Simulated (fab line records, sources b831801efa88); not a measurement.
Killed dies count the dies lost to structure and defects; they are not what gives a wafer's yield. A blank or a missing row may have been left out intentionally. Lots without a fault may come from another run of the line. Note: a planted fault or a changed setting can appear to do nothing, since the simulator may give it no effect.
The tool behind it: which one? | flow sky130 | 12 lots, 36 wafers sampled, at 5 steps of a route of 708

== WHAT THE GAUGES SHOWED, per wafer ==
The record holds no reading of a measuring or inspecting step that can be judged against a usual standard deviation.

== WHAT TOOL EACH LOT RAN ON (gives the tool, then ch and the chambers of the sampled wafers, and finally the start) ==
lot  | SKY_VIA2_ETCH_14                   | SKY_VIA2_CMP_24               | SKY_METAL3_SPUTTER_00        | SKY_METAL3_SPUTTER_03        | SKY_PAD_OPEN_PROBE_99
L729 | rie diel-03 ch 1,2,3, day 36 16:07 | cmp-02 ch 1,2,3, day 36 17:22 | pvd sputter-03, day 36 17:40 | pvd sputter-03, day 36 17:46 | prober-02, day 46 02:50
L731 | rie diel-03 ch 2,3, day 37 02:16   | cmp-01 ch 1,2,3, day 37 03:27 | pvd sputter-04, day 37 03:45 | pvd sputter-04, day 37 03:50 | prober-02, day 46 10:11
L733 | rie diel-02 ch 1,2,3, day 37 21:40 | cmp-01 ch 0,1,3, day 37 22:56 | pvd sputter-03, day 37 23:05 | pvd sputter-03, day 37 23:10 | prober-02, day 47 01:14
L735 | rie diel-03 ch 1,2, day 38 09:19   | cmp-01 ch 0,3, day 38 10:28   | pvd sputter-01, day 38 10:46 | pvd sputter-01, day 38 10:52 | prober-01, day 47 10:15
L736 | rie diel-01 ch 2,3, day 38 20:28   | cmp-01 ch 0,2,3, day 38 21:37 | pvd sputter-03, day 38 21:55 | pvd sputter-03, day 38 22:01 | prober-01, day 47 18:51
L737 | rie diel-03 ch 2,3, day 38 21:59   | cmp-02 ch 2,3, day 38 23:06   | pvd sputter-03, day 38 23:24 | pvd sputter-03, day 38 23:29 | prober-02, day 47 21:02
L742 | rie diel-02 ch 1,3, day 40 06:28   | cmp-02 ch 1,2,3, day 40 07:44 | pvd sputter-03, day 40 07:56 | pvd sputter-03, day 40 08:02 | prober-02, day 48 21:14
L741 | rie diel-03 ch 0,2, day 40 09:16   | cmp-02 ch 0,3, day 40 10:26   | pvd sputter-03, day 40 10:44 | pvd sputter-03, day 40 10:50 | prober-01, day 48 22:56
L744 | rie diel-02 ch 1,2,3, day 41 05:04 | cmp-01 ch 0,1,2, day 41 06:36 | pvd sputter-04, day 41 06:54 | pvd sputter-04, day 41 06:59 | prober-01, day 49 14:17
L746 | rie diel-03 ch 1,3, day 41 20:01   | cmp-01 ch 0,1,2, day 41 21:11 | pvd sputter-01, day 41 21:26 | pvd sputter-01, day 41 21:31 | prober-01, day 50 01:10
L748 | rie diel-02 ch 0,1,3, day 42 01:16 | cmp-02 ch 0,1,2, day 42 02:23 | pvd sputter-04, day 42 02:41 | pvd sputter-04, day 42 02:46 | prober-01, day 50 03:08
L751 | rie diel-02 ch 0,3, day 43 00:28   | cmp-02 ch 0,2,3, day 43 02:01 | pvd sputter-04, day 43 02:16 | pvd sputter-04, day 43 02:21 | prober-02, day 50 21:44
- SKY_VIA2_ETCH_14: etches BARC in N2/H2, stops on SiO2, time 45.9 s, target depth 60 nm.
- SKY_VIA2_CMP_24: polishes, stops on SiO2, t overpolish 20 s, target thk 0 nm.
- SKY_METAL3_SPUTTER_00: material Ti, target thk 15 nm, time 10 s.
- SKY_METAL3_SPUTTER_03: material Ti, target thk 5 nm, time 3.3 s.
- SKY_PAD_OPEN_PROBE_99

== WHAT THE TOOLS THEMSELVES READ (means of the sampled wafers that have a number; where no wafer has one, the mark that the record gives instead) ==
SKY_VIA2_ETCH_14.
lot  | tool        | drypump motor current A (A) | oes product au (a.u.) | throttle valve pct (%)
L729 | rie diel-03 | 5.9                         | 0.860                 | 13.224
L731 | rie diel-03 | 6.2                         | 0.855                 | 13.225
L733 | rie diel-02 | 6.0                         | 0.856                 | 13.224
L735 | rie diel-03 | 5.7                         | 0.856                 | 13.230
L736 | rie diel-01 | 6.0                         | 0.857                 | 13.220
L737 | rie diel-03 | 6.3                         | 0.849                 | 13.233
L742 | rie diel-02 | 5.9                         | 0.859                 | 13.231
L741 | rie diel-03 | 6.5                         | 0.854                 | 13.229
L744 | rie diel-02 | 6.0                         | 0.857                 | 13.222
L746 | rie diel-03 | 6.0                         | 0.853                 | 13.235
L748 | rie diel-02 | 5.7                         | 0.860                 | 13.225
L751 | rie diel-02 | 5.7                         | 0.856                 | 13.225

SKY_VIA2_CMP_24.
lot  | tool   | head pressure psi (psi) | motor current A (A) | overpolish run s (s) | retaining ring pressure frac | time to endpoint s (s)
L729 | cmp-02 | 3.500                   | 10.5                | 19.996               | 1.003                        | 98
L731 | cmp-01 | 3.503                   | 10.4                | 20.003               | 1.001                        | 103
L733 | cmp-01 | 3.503                   | 10.3                | 20.003               | 1.002                        | 99
L735 | cmp-01 | 3.501                   | 10.6                | 20.003               | 0.998                        | 100
L736 | cmp-01 | 3.493                   | 10.9                | 19.994               | 1.003                        | 101
L737 | cmp-02 | 3.502                   | 10.7                | 20.004               | 0.997                        | 102
L742 | cmp-02 | 3.500                   | 10.3                | 19.999               | 0.998                        | 101
L741 | cmp-02 | 3.505                   | 9.7                 | 19.997               | 1.003                        | 104
L744 | cmp-01 | 3.499                   | 10.4                | 13.346               | 0.997                        | 118
L746 | cmp-01 | 3.501                   | 10.4                | 13.348               | 1.002                        | 118
L748 | cmp-02 | 3.500                   | 10.2                | 20.001               | 1.003                        | 100
L751 | cmp-02 | 3.503                   | 10.2                | 19.999               | 1.001                        | 101

SKY_METAL3_SPUTTER_00.
lot  | tool           | throttle valve pct (%)
L729 | pvd sputter-03 | 29.5
L731 | pvd sputter-04 | 30.1
L733 | pvd sputter-03 | 29.6
L735 | pvd sputter-01 | 30.4
L736 | pvd sputter-03 | 29.1
L737 | pvd sputter-03 | 30.2
L742 | pvd sputter-03 | 29.7
L741 | pvd sputter-03 | 30.2
L744 | pvd sputter-04 | 30.5
L746 | pvd sputter-01 | 31.4
L748 | pvd sputter-04 | 29.9
L751 | pvd sputter-04 | 29.8

SKY_METAL3_SPUTTER_03.
lot  | tool           | throttle valve pct (%)
L729 | pvd sputter-03 | 29.5
L731 | pvd sputter-04 | 30.0
L733 | pvd sputter-03 | 29.5
L735 | pvd sputter-01 | 30.3
L736 | pvd sputter-03 | 29.1
L737 | pvd sputter-03 | 30.1
L742 | pvd sputter-03 | 29.6
L741 | pvd sputter-03 | 30.0
L744 | pvd sputter-04 | 30.4
L746 | pvd sputter-01 | 31.5
L748 | pvd sputter-04 | 29.9
L751 | pvd sputter-04 | 29.9

SKY_PAD_OPEN_PROBE_99.
lot  | tool      | defect limited yield (%) | killed_at_M0_to_M3 | killed_at_M4_up | killed at contacts | killed at front end | killed at other | killed dies | killed on rim | killed open | killed short | sort_bin_3_pad_short (%) | sort_bin_5_function (%) | sort_bin_6_memory (%) | sort n pass | sort yield pct (%)
L729 | prober-02 | 82.4                     | 40                 | 2.3             | 24                 | 20                  | 0.7             | 87          | 17            | 47          | 40           | 1.2                      | 9.6                     | 6.8                   | 405         | 82.4
L731 | prober-02 | 82.3                     | 37                 | 2.0             | 28                 | 19                  | 0.3             | 87          | 15            | 46          | 41           | 0.9                      | 10.4                    | 6.3                   | 405         | 82.3
L733 | prober-02 | 81.9                     | 41                 | 2.7             | 28                 | 17                  | 0.7             | 89          | 17            | 53          | 36           | 0.8                      | 10.7                    | 6.6                   | 403         | 81.9
L735 | prober-01 | 83.8                     | 44                 | 2.7             | 19                 | 14                  | 0.0             | 80          | 15            | 46          | 34           | 1.1                      | 9.2                     | 6.0                   | 412         | 83.8
L736 | prober-01 | 80.8                     | 50                 | 2.3             | 26                 | 16                  | 0.0             | 94          | 19            | 49          | 45           | 0.9                      | 12.0                    | 6.2                   | 398         | 80.8
L737 | prober-02 | 86.8                     | 31                 | 1.7             | 20                 | 12                  | 0.3             | 65          | 16            | 40          | 25           | 0.3                      | 7.6                     | 5.4                   | 427         | 86.8
L742 | prober-02 | 82.2                     | 46                 | 4.7             | 22                 | 15                  | 0.3             | 88          | 19            | 42          | 45           | 0.8                      | 10.1                    | 6.9                   | 404         | 82.2
L741 | prober-01 | 83.4                     | 37                 | 2.3             | 24                 | 17                  | 0.3             | 81          | 16            | 45          | 36           | 0.5                      | 10.2                    | 5.9                   | 411         | 83.4
L744 | prober-01 | 54.7                     | 183                | 2.0             | 25                 | 13                  | 0.7             | 223         | 44            | 55          | 36           | 27.6                     | 11.0                    | 6.7                   | 269         | 54.7
L746 | prober-01 | 55.7                     | 176                | 3.7             | 22                 | 15                  | 0.3             | 218         | 42            | 40          | 40           | 29.3                     | 9.6                     | 5.4                   | 274         | 55.7
L748 | prober-01 | 84.0                     | 35                 | 3.3             | 24                 | 16                  | 0.0             | 79          | 16            | 41          | 38           | 0.9                      | 9.1                     | 6.0                   | 413         | 84.0
L751 | prober-02 | 81.9                     | 46                 | 3.0             | 26                 | 14                  | 0.0             | 89          | 17            | 53          | 36           | 0.9                      | 10.2                    | 7.0                   | 403         | 81.9

== THE ANSWER, worked out from the rows above alone ==
Rule: what is usual is taken from the lots themselves. Put in order of their means at a reading, lots are off if they are a third of the lots or fewer, leave a main group of 4 or more, and stand apart from it by a gap of 3 or more times the standard deviation of the main group's means; of several such gaps the widest counts. A main group is skipped when, at the precision printed for the reading in the tables above, its means are all equal. Also off: a lot with no number at a reading for which 4 or more lots have one. All remaining lots with rows at the step are treated as sound. The gauges are gone through in route order, then the tools' own readings, and for those a lot's mean is taken as printed above. The first step at which some lot is off is used, and at that step the reading that is off furthest; a lot without a number counts as furthest.
Off, at SKY_VIA2_CMP_24 on overpolish run s: L744, L746. For the main group the mean is 20.000 s and the standard deviation 0.0033.
A tool fits if, at that step or a process step before it, it ran every lot that is off, and no sound lot after the first of them. One candidate fits, namely cmp-01 at SKY_VIA2_CMP_24. A fault onset in the window from L736 (day 38 21:37, its last sound lot) to L744 (day 41 06:36, its first lot off) fits.
The tool's own readings at SKY_VIA2_CMP_24 bear it out: on the lots that are off they differ by more than 5 times the standard deviation of the sound lots' means. overpolish run s reads 13.347 s there against 20.000 s on the sound lots; time to endpoint s reads 118 s there against 101 s on the sound lots.

== WHAT THE SIMULATOR HAD INSERTED ==
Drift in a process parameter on cmp-01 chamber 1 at SKY_VIA2_CMP_24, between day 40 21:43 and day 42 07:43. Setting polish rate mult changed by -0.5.
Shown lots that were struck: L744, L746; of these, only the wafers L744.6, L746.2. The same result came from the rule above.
